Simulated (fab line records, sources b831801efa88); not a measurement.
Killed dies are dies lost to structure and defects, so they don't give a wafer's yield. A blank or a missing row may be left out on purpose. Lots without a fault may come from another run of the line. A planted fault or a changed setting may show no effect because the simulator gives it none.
Which tool did it? | flow sky130 | 14 lots, 42 wafers sampled, at 3 steps of a route of 708

WHAT THE GAUGES READ, wafer by wafer
SKY_SD_N_RS_MEAS_16: measures by four-point-probe. Usual: SD_N_RS 68.58 ohm/sq, standard deviation 0.13.
lot  | measured     | on            | SD_N_RS (ohm/sq)  | flag
L354 | day 27 13:56 | film_metro-04 | 68.73 68.59 68.63 |
L356 | day 28 19:09 | film_metro-01 | 68.67 68.59 68.58 |
L359 | day 29 13:40 | film_metro-04 | 68.83 68.72 68.58 |
L362 | day 30 14:15 | film_metro-01 | 68.60 68.72 68.57 |
L363 | day 31 01:16 | film_metro-01 | 64.87 64.94 64.81 | OFF
L364 | day 31 10:14 | film_metro-03 | 68.53 68.49 68.61 |
L365 | day 31 19:03 | film_metro-01 | 64.87 64.87 64.81 | OFF
L368 | day 32 16:45 | film_metro-03 | 68.57 68.78 68.62 |
L369 | day 32 19:34 | film_metro-03 | 68.56 68.80 68.68 |
L371 | day 33 13:30 | film_metro-04 | 68.40 68.22 68.42 |
L373 | day 34 03:53 | film_metro-04 | 68.40 68.48 68.33 |
L375 | day 35 03:07 | film_metro-04 | 68.54 68.65 68.73 |
L376 | day 35 11:23 | film_metro-01 | 68.80 68.69 68.68 |
L377 | day 36 01:29 | film_metro-04 | 68.46 68.53 68.52 |

WHICH TOOL RAN EACH LOT (tool, then ch and the chambers of the sampled wafers, then the start)
lot  | SKY_SD_N_IMPLANT_09             | SKY_SD_N_STRIP_11
L354 | implanter-02 ch 0, day 27 13:12 | plasma_asher-03 ch 0, day 27 13:30
L356 | implanter-01 ch 0, day 28 18:29 | plasma_asher-04 ch 0,1, day 28 18:45
L359 | implanter-02 ch 0, day 29 12:59 | plasma_asher-03 ch 0,1, day 29 13:15
L362 | implanter-03 ch 0, day 30 13:34 | plasma_asher-04 ch 0,1, day 30 13:50
L363 | implanter-01 ch 0, day 31 00:32 | plasma_asher-03 ch 0,1, day 31 00:50
L364 | implanter-02 ch 0, day 31 09:33 | plasma_asher-03 ch 0,1, day 31 09:51
L365 | implanter-01 ch 0, day 31 18:22 | plasma_asher-04 ch 0, day 31 18:40
L368 | implanter-03 ch 0, day 32 16:04 | plasma_asher-04 ch 0,1, day 32 16:20
L369 | implanter-03 ch 0, day 32 18:53 | plasma_asher-01 ch 0,1, day 32 19:09
L371 | implanter-02 ch 0, day 33 12:48 | plasma_asher-01 ch 0,1, day 33 13:06
L373 | implanter-02 ch 0, day 34 03:12 | plasma_asher-03 ch 0,1, day 34 03:30
L375 | implanter-01 ch 0, day 34 22:38 | plasma_asher-04 ch 1, day 35 02:41
L376 | implanter-03 ch 0, day 35 10:39 | plasma_asher-03 ch 0,1, day 35 10:57
L377 | implanter-03 ch 0, day 36 00:48 | plasma_asher-04 ch 0,1, day 36 01:06
- SKY_SD_N_IMPLANT_09
- SKY_SD_N_STRIP_11: strips in O2/N2.

WHAT THE TOOLS THEMSELVES READ (means of the sampled wafers that have a number; where no wafer has one, the mark that the record gives instead)
SKY_SD_N_IMPLANT_09. Usual: beam_on_s 18.5 s, standard deviation 0.45; dose_ions_cm2 4e+15, standard deviation 4.7e+12; end_station_pressure_torr 1.3e-05 Torr, standard deviation 6.8e-07.
lot  | tool         | beam_on_s (s) | dose_ions_cm2 | end_station_pressure_torr (Torr) | flag
L354 | implanter-02 | 18.1          | 4e+15         | 1.3e-05                          |
L356 | implanter-01 | 18.7          | 4e+15         | 1.3e-05                          |
L359 | implanter-02 | 18.1          | 4e+15         | 1.3e-05                          |
L362 | implanter-03 | 18.3          | 4e+15         | 1.3e-05                          |
L363 | implanter-01 | 30.8          | 7e+15         | 1.1e-05                          | OFF
L364 | implanter-02 | 18.1          | 4e+15         | 1.3e-05                          |
L365 | implanter-01 | 31.0          | 7e+15         | 1.1e-05                          | OFF
L368 | implanter-03 | 18.1          | 4e+15         | 1.3e-05                          |
L369 | implanter-03 | 18.3          | 4e+15         | 1.3e-05                          |
L371 | implanter-02 | 18.2          | 4e+15         | 1.4e-05                          |
L373 | implanter-02 | 18.1          | 4e+15         | 1.3e-05                          |
L375 | implanter-01 | 19.2          | 4e+15         | 1.3e-05                          |
L376 | implanter-03 | 18.4          | 4e+15         | 1.3e-05                          |
L377 | implanter-03 | 18.3          | 4e+15         | 1.3e-05                          |

SKY_SD_N_STRIP_11. Usual: drypump_motor_current_A 6.0 A, standard deviation 0.53; oes_product_au 0.527 a.u., standard deviation 0.0044; strip_time_to_endpoint_s 22.55 s, standard deviation 0.05.
lot  | tool            | drypump_motor_current_A (A) | oes_product_au (a.u.) | strip_time_to_endpoint_s (s) | flag
L354 | plasma_asher-03 | 6.3                         | 0.531                 | 22.56                        |
L356 | plasma_asher-04 | 6.4                         | 0.528                 | 22.52                        |
L359 | plasma_asher-03 | 5.9                         | 0.528                 | 22.63                        |
L362 | plasma_asher-04 | 6.1                         | 0.524                 | 22.60                        |
L363 | plasma_asher-03 | 5.9                         | 0.508                 | 23.59                        | OFF
L364 | plasma_asher-03 | 6.1                         | 0.529                 | 22.54                        |
L365 | plasma_asher-04 | 6.6                         | 0.513                 | 23.68                        | OFF
L368 | plasma_asher-04 | 6.1                         | 0.530                 | 22.55                        |
L369 | plasma_asher-01 | 5.8                         | 0.522                 | 22.42                        |
L371 | plasma_asher-01 | 5.8                         | 0.527                 | 22.56                        |
L373 | plasma_asher-03 | 5.9                         | 0.528                 | 22.53                        |
L375 | plasma_asher-04 | 5.8                         | 0.528                 | 22.61                        |
L376 | plasma_asher-03 | 5.9                         | 0.528                 | 22.56                        |
L377 | plasma_asher-04 | 6.0                         | 0.524                 | 22.56                        |

THE ANSWER, worked out from the rows above alone
Rule: a lot is off if the mean of its wafers that have a number lies more than 3 standard deviations from the usual mean. A lot without any number at a reading at which 4 lots or more have one is off too. The other lots that the step has rows for count as sound. The gauges are gone through in route order, then the tools' own readings, and for those a lot's mean is taken as printed above. The first step at which some lot is off is used, and at that step the reading that is off furthest; a lot without a number counts as furthest.
Off: L363, L365, at SKY_SD_N_RS_MEAS_16 (SD_N_RS).
A tool fits if, at a process step before that reading, it ran every lot that is off, and no sound lot after the first of them. The gauges at SKY_SD_N_RS_MEAS_16 aren't tried: what is off there is off at SKY_SD_N_IMPLANT_09 too, on other tools, and a gauge's error can't cause that. None of those tried fits.

WHAT THE SIMULATOR HAD PUT IN
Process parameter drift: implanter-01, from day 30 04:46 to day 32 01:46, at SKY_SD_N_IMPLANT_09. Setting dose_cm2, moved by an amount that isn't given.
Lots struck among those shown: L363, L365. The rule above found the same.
